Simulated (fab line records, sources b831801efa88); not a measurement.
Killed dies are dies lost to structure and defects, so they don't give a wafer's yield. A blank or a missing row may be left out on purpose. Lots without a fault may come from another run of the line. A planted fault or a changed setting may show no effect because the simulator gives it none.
Problem report in the 8D (eight disciplines) form, filled by code | flow sfq_line | the parts of the form that need people (team, actions taken, sign-off) are left out

1. THE PROBLEM
M2_NB_RS at SFQ_M2_RS_MEAS_914 reads a mean of 0.807 ohm/sq on 4 wafers of 2 lots; wafers without a fault read 0.893 ohm/sq with a standard deviation of 0.0095. That is -9.0 standard deviations from the usual mean.
The step: measures by four-point-probe.
First seen on wafer L186.4, day 29 04:45, on film_metro-03. The record holds 42 wafers of 14 lots with a number at this step. Rule for "out", or "out of limits": more than 4 standard deviations from the usual mean. The other wafers with a number count as sound.

2. WHAT IT IS AND WHAT IT IS NOT
question                    | is                             | is not
which readings at this step | M2_NB_RS                       | -
which lots                  | L186, L187                     | L178, L179, L180, L188, L191, L194, L195, L196, L197, L198, L199, L200
which wafers of those lots  | L186.4, L186.5, L186.6, L187.5 | L187.2, L187.3
read on which gauges        | film_metro-03                  | film_metro-01, film_metro-04
when                        | from day 29 04:45              | up to then (9 sound wafers); but 29 sound wafers of L187, L188, L191, L194, L195, L196, L197, L198, L199, L200 came after

3. SUSPECTS, AND WHAT RULES EACH OUT
Counting: a tool at a process step up to the reading stays a suspect if it ran every lot that is out. Sound lots after the first of them don't rule it out here, since some wafers of a struck lot are sound.
- the gauge at SFQ_M2_RS_MEAS_914: ruled out. All the wafers that are out were read on film_metro-03, but those of them that SFQ_TRILAYER_M2_ETCH_METAL_ETCH_060 has rows for are out there too, on other tools.
- pvd_sputter-06 at SFQ_TRILAYER_M2_DEP_SPUTTER_055 (material Nb, target thk 200 nm, time 133.3 s): kept. It ran every lot that is out, first L186 (day 29 04:36).
Left after counting: pvd_sputter-06 at SFQ_TRILAYER_M2_DEP_SPUTTER_055.

4. THE CAUSE (what the simulator had put in)
Process parameter drift: pvd_sputter-06, from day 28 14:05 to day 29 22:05, at SFQ_TRILAYER_M2_DEP_SPUTTER_055. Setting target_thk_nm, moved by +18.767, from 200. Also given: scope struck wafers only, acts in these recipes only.
Counting left only this tool.

5. THE CHAIN OF EFFECTS, in route order
Each row: a reading whose mean over the struck wafers that have a number lies more than 3 standard deviations from the usual. Only readings for which the record gives a usual standard deviation are gone through. hours: the time from each lot's start at the first step in this table that gives one to its start at this step, as a median over the lots. sigmas: the change in usual standard deviations.
hours | step                                | reading        | usual        | on struck wafers | change | sigmas
0     | SFQ_M2_RS_MEAS_914                  | M2_NB_RS       | 0.893 ohm/sq | 0.807            | -0.086 | -9.0
162   | SFQ_TRILAYER_M2_ETCH_METAL_ETCH_060 | oes_product_au | 0.894 a.u.   | 0.947            | +0.053 | +7.5
The process steps in it:
- SFQ_TRILAYER_M2_ETCH_METAL_ETCH_060: etches Nb in Cl2/Ar, stops on SiO2, target depth 240 nm, time 120 s.

6. WHAT WOULD HAVE CAUGHT IT SOONER
In this record the first reading out of limits at a measuring or inspecting step was taken at day 29 04:45, 15 hours after the fault began at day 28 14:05.
Of the tool readings at SFQ_TRILAYER_M2_DEP_SPUTTER_055 for which the record gives a usual standard deviation, none was out on any struck wafer, so an alarm limit of 4 standard deviations on them would not have fired.
Of the lots that are out (2), L187 began SFQ_TRILAYER_M2_DEP_SPUTTER_055 on pvd_sputter-06 after day 29 04:45. A hold on the tool at that time would have spared it.
